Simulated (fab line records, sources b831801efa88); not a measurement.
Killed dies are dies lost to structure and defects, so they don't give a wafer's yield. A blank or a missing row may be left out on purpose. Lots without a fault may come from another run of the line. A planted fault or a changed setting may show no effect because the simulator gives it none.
Which tool did it? | flow gf180mcu | 15 lots, 43 wafers sampled, at 5 steps of a route of 602

WHAT THE GAUGES READ, wafer by wafer
GF_M3_OVL_MEAS_15. Usual: M3_OVL -1 nm, standard deviation 5.7.
lot  | measured     | on         | M3_OVL (nm) | flag
L309 | day 22 00:21 | overlay-02 | 8 4 10      |
L310 | day 22 05:25 | overlay-01 | -9 -13 -10  |
L311 | day 23 02:37 | overlay-02 | -10 -8 -7   |
L314 | day 23 19:34 | overlay-02 | 7 10 9      |
L313 | day 23 23:37 | overlay-02 | -10 -7      |
L315 | day 24 01:22 | overlay-01 | 10 -2 3     |
L318 | day 25 04:21 | overlay-02 | -1 -2       |
L322 | day 26 10:07 | overlay-02 | 8 2 -5      |
L323 | day 26 19:58 | overlay-01 | 11 5 7      |
L324 | day 27 05:45 | overlay-01 | -12 -8 -7   |
L326 | day 27 16:10 | overlay-01 | 0 1 -1      |
L328 | day 28 02:52 | overlay-01 | -5 3 -5     |
L329 | day 28 08:30 | overlay-01 | 2 3 -1      |
L330 | day 28 20:22 | overlay-02 | -4 1 -2     |
L332 | day 29 05:22 | overlay-02 | 4 -4 2      |

GF_V3_CD_MEAS_14: target cd 260 nm. Usual: cd_nm 260.2 nm, standard deviation 1.1.
lot  | measured     | on        | cd_nm (nm)        | flag
L309 | day 23 00:37 | cd_sem-01 | 261.0 259.9 259.8 |
L310 | day 23 06:08 | cd_sem-02 | 259.2 260.5 261.3 |
L311 | day 24 02:39 | cd_sem-01 | 257.2 257.8 256.6 |
L314 | day 24 19:08 | cd_sem-02 | 259.9 259.3 259.7 |
L313 | day 24 23:24 | cd_sem-02 | 261.6 261.9       |
L315 | day 25 01:00 | cd_sem-01 | 261.0 259.3 261.1 |
L318 | day 26 03:20 | cd_sem-01 | 258.5 259.5       |
L322 | day 27 08:04 | cd_sem-02 | 260.1 259.3 259.0 |
L323 | day 27 17:05 | cd_sem-02 | 260.7 259.7 260.1 |
L324 | day 28 02:48 | cd_sem-02 | 262.1 261.6 261.3 |
L326 | day 28 12:50 | cd_sem-01 | 260.2 259.0 258.9 |
L328 | day 28 23:24 | cd_sem-01 | 259.6 260.2 259.7 |
L329 | day 29 05:30 | cd_sem-02 | 257.8 259.7 258.8 |
L330 | day 29 18:05 | cd_sem-01 | 261.3 261.7 261.0 |
L332 | day 30 01:25 | cd_sem-02 | 261.2 260.8 258.8 |

GF_V5_BOW_MEAS_05. Usual: V5_BOW 135 um, standard deviation 11.
lot  | measured     | on            | V5_BOW (um)       | flag
L309 | day 26 22:30 | film_metro-01 | 133 132 130       |
L310 | day 27 04:11 | film_metro-04 | 145 136 131       |
L311 | day 27 21:56 | film_metro-03 | 115 118 142       |
L314 | day 28 13:10 | film_metro-04 | 146 137 160       |
L313 | day 28 16:39 | film_metro-01 | 124 138 - -       |
L315 | day 28 17:53 | film_metro-04 | 131 134 136 - - - |
L318 | day 29 17:56 | film_metro-03 | 123 110 - -       |
L322 | day 30 20:17 | film_metro-04 | 117 110 123       |
L323 | day 31 04:29 | film_metro-03 | 139 138 151       |
L324 | day 31 12:46 | film_metro-01 | 148 142 149       |
L326 | day 31 22:06 | film_metro-01 | 145 155 154       |
L328 | day 32 09:25 | film_metro-01 | 123 135 123       |
L329 | day 32 13:38 | film_metro-04 | 133 135 136       |
L330 | day 33 01:03 | film_metro-04 | 148 135 133       |
L332 | day 33 07:52 | film_metro-04 | 133 139 144       |

WHICH TOOL RAN EACH LOT (tool, then ch and the chambers of the sampled wafers, then the start)
lot  | GF_V4_ETCH_17                                 | GF_V5_CMP_04
L309 | rie_diel-01 ch 0,1,3, day 26 22:14 or earlier | cmp-02 ch 0,1,3, day 26 22:14
L310 | rie_diel-02 ch 0,1,3, day 27 03:53 or earlier | cmp-01 ch 0,2,3, day 27 03:53
L311 | rie_diel-01 ch 0,1,3, day 27 21:38 or earlier | cmp-02 ch 0,3, day 27 21:38
L314 | rie_diel-03 ch 0,2, day 28 12:52 or earlier   | cmp-01 ch 1,2, day 28 12:52
L313 | rie_diel-01 ch 1, day 28 16:17 or earlier     | cmp-01 ch 0, day 28 16:17
L315 | rie_diel-01 ch 0,1,3, day 28 17:41 or earlier | cmp-01 ch 0,1,3, day 28 17:41
L318 | rie_diel-02 ch 1,2, day 29 17:37 or earlier   | cmp-01 ch 2,3, day 29 17:37
L322 | rie_diel-01 ch 0,1,2, day 30 20:04 or earlier | cmp-02 ch 0,1,2, day 30 20:04
L323 | rie_diel-01 ch 0,1,2, day 31 04:11 or earlier | cmp-02 ch 0,1,2, day 31 04:11
L324 | rie_diel-02 ch 0,1,2, day 31 12:26 or earlier | cmp-02 ch 1,2,3, day 31 12:26
L326 | rie_diel-03 ch 1,2, day 31 21:51 or earlier   | cmp-02 ch 1,2,3, day 31 21:51
L328 | rie_diel-03 ch 1,2,3, day 32 09:05 or earlier | cmp-02 ch 0,1,2, day 32 09:05
L329 | rie_diel-03 ch 2,3, day 32 13:20 or earlier   | cmp-02 ch 0,1, day 32 13:20
L330 | rie_diel-01 ch 0,2,3, day 33 00:49 or earlier | cmp-01 ch 0,1,2, day 33 00:49
L332 | rie_diel-01 ch 0,1,2, day 33 07:29 or earlier | cmp-02 ch 0,1,3, day 33 07:29
- GF_V4_ETCH_17: etches SiO2 in C4F8/O2/Ar, stops on TiN, target depth 630 nm.
- GF_V5_CMP_04: polishes SiO2.

WHAT THE TOOLS THEMSELVES READ (means of the sampled wafers that have a number; where no wafer has one, the mark that the record gives instead)
GF_V4_ETCH_17. Usual: oes_product_au 0.856 a.u., standard deviation 0.0045.
lot  | tool        | oes_product_au (a.u.) | flag
L309 | rie_diel-01 | 0.860                 |
L310 | rie_diel-02 | 0.854                 |
L311 | rie_diel-01 | 0.853                 |
L314 | rie_diel-03 | 0.853                 |
L313 | rie_diel-01 | 0.860                 |
L315 | rie_diel-01 | 0.852                 |
L318 | rie_diel-02 | 0.859                 |
L322 | rie_diel-01 | 0.860                 |
L323 | rie_diel-01 | 0.857                 |
L324 | rie_diel-02 | 0.858                 |
L326 | rie_diel-03 | 0.853                 |
L328 | rie_diel-03 | 0.857                 |
L329 | rie_diel-03 | 0.852                 |
L330 | rie_diel-01 | 0.860                 |
L332 | rie_diel-01 | 0.857                 |

GF_V5_CMP_04. Usual: motor_current_A 12.8 A, standard deviation 1.4.
lot  | tool   | motor_current_A (A) | flag
L309 | cmp-02 | 13.5                |
L310 | cmp-01 | 11.9                |
L311 | cmp-02 | 14.2                |
L314 | cmp-01 | 10.7                |
L313 | cmp-01 | 12.2                |
L315 | cmp-01 | 12.2                |
L318 | cmp-01 | 11.7                |
L322 | cmp-02 | 12.9                |
L323 | cmp-02 | 12.4                |
L324 | cmp-02 | 13.1                |
L326 | cmp-02 | 13.4                |
L328 | cmp-02 | 12.7                |
L329 | cmp-02 | 12.0                |
L330 | cmp-01 | 11.8                |
L332 | cmp-02 | 13.0                |

THE ANSWER, worked out from the rows above alone
Rule: a lot is off if the mean of its wafers that have a number lies more than 3 standard deviations from the usual mean. A lot without any number at a reading at which 4 lots or more have one is off too. The other lots that the step has rows for count as sound. The gauges are gone through in route order, then the tools' own readings, and for those a lot's mean is taken as printed above. The first step at which some lot is off is used, and at that step the reading that is off furthest; a lot without a number counts as furthest.
No lot is off at any reading shown: from this, nothing can be told.

WHAT THE SIMULATOR HAD PUT IN
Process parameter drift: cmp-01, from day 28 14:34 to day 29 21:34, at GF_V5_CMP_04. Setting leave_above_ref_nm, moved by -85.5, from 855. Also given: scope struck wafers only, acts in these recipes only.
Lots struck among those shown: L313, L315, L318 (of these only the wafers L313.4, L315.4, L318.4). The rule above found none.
